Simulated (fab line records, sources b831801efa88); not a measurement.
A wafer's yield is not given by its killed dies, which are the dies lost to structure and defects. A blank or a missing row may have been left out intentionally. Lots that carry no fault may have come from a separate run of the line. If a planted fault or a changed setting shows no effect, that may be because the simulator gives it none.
Split-lot study / flow sky130 / 23 wafers read across 5 lots, on a route 708 steps long

== SPLIT DETAILS ==
At SKY_GATE_OXIDE_IMPLANT_11, the setting dose_cm2 was moved away from the recipe's 2.6e+12 on 8 of the 23 wafers read, by -7.1% to +7.0%. This setting was run at the recipe's value on the other wafers.

== FROM THE SPLIT TO THE READING: what the file shows between them, 2 steps ==
- SKY_GATE_OXIDE_WET_ETCH_12: etches SiO2 in dHF, target depth 16.8 nm, time 336 s
- SKY_GATE_OXIDE_STRIP_13: strips in O2/N2

== THE READING ==
GATE_OXIDE_TW, at SKY_GATE_OXIDE_TW_MEAS_14. Fault-free wafers of this fab line usually give 223.7, standard deviation 1.5.

wafer=L076.1; tool, chamber at the split=implanter-04, 0; dose_cm2 as run=2.6e+12; against the recipe=recipe; GATE_OXIDE_TW=227.0; against lot-mates on the recipe=-
wafer=L076.2; tool, chamber at the split=implanter-04, 0; dose_cm2 as run=2.6e+12; against the recipe=recipe; GATE_OXIDE_TW=225.0; against lot-mates on the recipe=-
wafer=L076.3; tool, chamber at the split=implanter-04, 0; dose_cm2 as run=2.416e+12; against the recipe=-7.1%; GATE_OXIDE_TW=220.3; against lot-mates on the recipe=-5.5
wafer=L076.4; tool, chamber at the split=implanter-04, 0; dose_cm2 as run=2.6e+12; against the recipe=recipe; GATE_OXIDE_TW=225.5; against lot-mates on the recipe=-
wafer=L076.5; tool, chamber at the split=implanter-04, 0; dose_cm2 as run=2.416e+12; against the recipe=-7.1%; GATE_OXIDE_TW=220.7; against lot-mates on the recipe=-5.1
wafer=L078.2; tool, chamber at the split=implanter-02, 0; dose_cm2 as run=2.6e+12; against the recipe=recipe; GATE_OXIDE_TW=222.0; against lot-mates on the recipe=-
wafer=L078.5; tool, chamber at the split=implanter-02, 0; dose_cm2 as run=2.6e+12; against the recipe=recipe; GATE_OXIDE_TW=221.5; against lot-mates on the recipe=-
wafer=L078.6; tool, chamber at the split=implanter-02, 0; dose_cm2 as run=2.6e+12; against the recipe=recipe; GATE_OXIDE_TW=221.1; against lot-mates on the recipe=-
wafer=L079.2; tool, chamber at the split=implanter-04, 0; dose_cm2 as run=2.6e+12; against the recipe=recipe; GATE_OXIDE_TW=221.9; against lot-mates on the recipe=-
wafer=L079.3; tool, chamber at the split=implanter-04, 0; dose_cm2 as run=2.6e+12; against the recipe=recipe; GATE_OXIDE_TW=221.9; against lot-mates on the recipe=-
wafer=L079.4; tool, chamber at the split=implanter-04, 0; dose_cm2 as run=2.6e+12; against the recipe=recipe; GATE_OXIDE_TW=221.8; against lot-mates on the recipe=-
wafer=L079.5; tool, chamber at the split=implanter-04, 0; dose_cm2 as run=2.6e+12; against the recipe=recipe; GATE_OXIDE_TW=222.6; against lot-mates on the recipe=-
wafer=L079.6; tool, chamber at the split=implanter-04, 0; dose_cm2 as run=2.6e+12; against the recipe=recipe; GATE_OXIDE_TW=222.8; against lot-mates on the recipe=-
wafer=L080.1; tool, chamber at the split=implanter-04, 0; dose_cm2 as run=2.6e+12; against the recipe=recipe; GATE_OXIDE_TW=223.5; against lot-mates on the recipe=-
wafer=L080.2; tool, chamber at the split=implanter-04, 0; dose_cm2 as run=2.734e+12; against the recipe=+5.2%; GATE_OXIDE_TW=228.9; against lot-mates on the recipe=+5.4
wafer=L080.3; tool, chamber at the split=implanter-04, 0; dose_cm2 as run=2.734e+12; against the recipe=+5.2%; GATE_OXIDE_TW=226.7; against lot-mates on the recipe=+3.2
wafer=L080.4; tool, chamber at the split=implanter-04, 0; dose_cm2 as run=2.734e+12; against the recipe=+5.2%; GATE_OXIDE_TW=226.3; against lot-mates on the recipe=+2.8
wafer=L080.5; tool, chamber at the split=implanter-04, 0; dose_cm2 as run=2.6e+12; against the recipe=recipe; GATE_OXIDE_TW=223.5; against lot-mates on the recipe=-
wafer=L085.1; tool, chamber at the split=implanter-03, 0; dose_cm2 as run=2.6e+12; against the recipe=recipe; GATE_OXIDE_TW=223.9; against lot-mates on the recipe=-
wafer=L085.2; tool, chamber at the split=implanter-03, 0; dose_cm2 as run=2.782e+12; against the recipe=+7.0%; GATE_OXIDE_TW=229.4; against lot-mates on the recipe=+5.3
wafer=L085.3; tool, chamber at the split=implanter-03, 0; dose_cm2 as run=2.782e+12; against the recipe=+7.0%; GATE_OXIDE_TW=228.5; against lot-mates on the recipe=+4.4
wafer=L085.5; tool, chamber at the split=implanter-03, 0; dose_cm2 as run=2.6e+12; against the recipe=recipe; GATE_OXIDE_TW=224.3; against lot-mates on the recipe=-
wafer=L085.6; tool, chamber at the split=implanter-03, 0; dose_cm2 as run=2.782e+12; against the recipe=+7.0%; GATE_OXIDE_TW=229.7; against lot-mates on the recipe=+5.6

THE FIT
A straight line over all 23 wafers: GATE_OXIDE_TW changes by +0.666 for each +1% of dose_cm2; r = +0.84; the points scatter about the line by 1.6.
The same after taking each lot's own level away (the mean of its wafers on the recipe; 23 wafers): +0.74 for each +1%; r = +0.98; scatter 0.63.
The reading moves by 5.2 for the largest change in dose_cm2, on that fit.
Measured against the standard deviation above, the lots' own levels, which go from 221.53 to 225.83, span 2.9 times it.
Hence the slope depends on the lot-to-lot level, as the two fits are not the same.
Check: for one of the wafers moved furthest among these (-7.1%), held out of the fit, the line's prediction against its lot-mates is -5.16. Against them it came out at -5.53.

== ADDITIONAL SPLITS CARRIED BY THESE WAFERS ==
Other splits were also applied to these wafers ahead of the reading. Each is held against what the fit with the lots' levels taken away leaves over:
other split on the same wafers=SKY_VT_ADJUST_NCORE_EXPOSE_04 dose_mj; wafers away from the commonest value=5; r with GATE_OXIDE_TW (lot level and that fit taken away)=-0.16
other split on the same wafers=SKY_VT_ADJUST_NCORE_DEVELOP_06 dev_temp_c; wafers away from the commonest value=10; r with GATE_OXIDE_TW (lot level and that fit taken away)=-0.33
other split on the same wafers=SKY_VT_ADJUST_HVTR_IMPLANT_09 energy_kev; wafers away from the commonest value=4; r with GATE_OXIDE_TW (lot level and that fit taken away)=-0.09
other split on the same wafers=SKY_VT_ADJUST_PCH_COAT_02 resist_thk_nm; wafers away from the commonest value=8; r with GATE_OXIDE_TW (lot level and that fit taken away)=+0.13
other split on the same wafers=SKY_VT_ADJUST_PCH_DEVELOP_06 develop_time_s; wafers away from the commonest value=8; r with GATE_OXIDE_TW (lot level and that fit taken away)=+0.00
other split on the same wafers=SKY_SONOS_TUNNEL_IMPLANT_09 energy_kev; wafers away from the commonest value=7; r with GATE_OXIDE_TW (lot level and that fit taken away)=-0.29
other split on the same wafers=SKY_SONOS_ONO_OXIDATION_00 temp_c; wafers away from the commonest value=15; r with GATE_OXIDE_TW (lot level and that fit taken away)=+0.01
other split on the same wafers=SKY_SONOS_ONO_ETCH_15 source_w; wafers away from the commonest value=8; r with GATE_OXIDE_TW (lot level and that fit taken away)=-0.03
other split on the same wafers=SKY_GATE_OXIDE_COAT_05 resist_thk_nm; wafers away from the commonest value=11; r with GATE_OXIDE_TW (lot level and that fit taken away)=+0.27

== THE FILE'S OWN FIT ==
GATE_OXIDE_TW changes by +0.735 for each +1% of dose_cm2, r = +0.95.
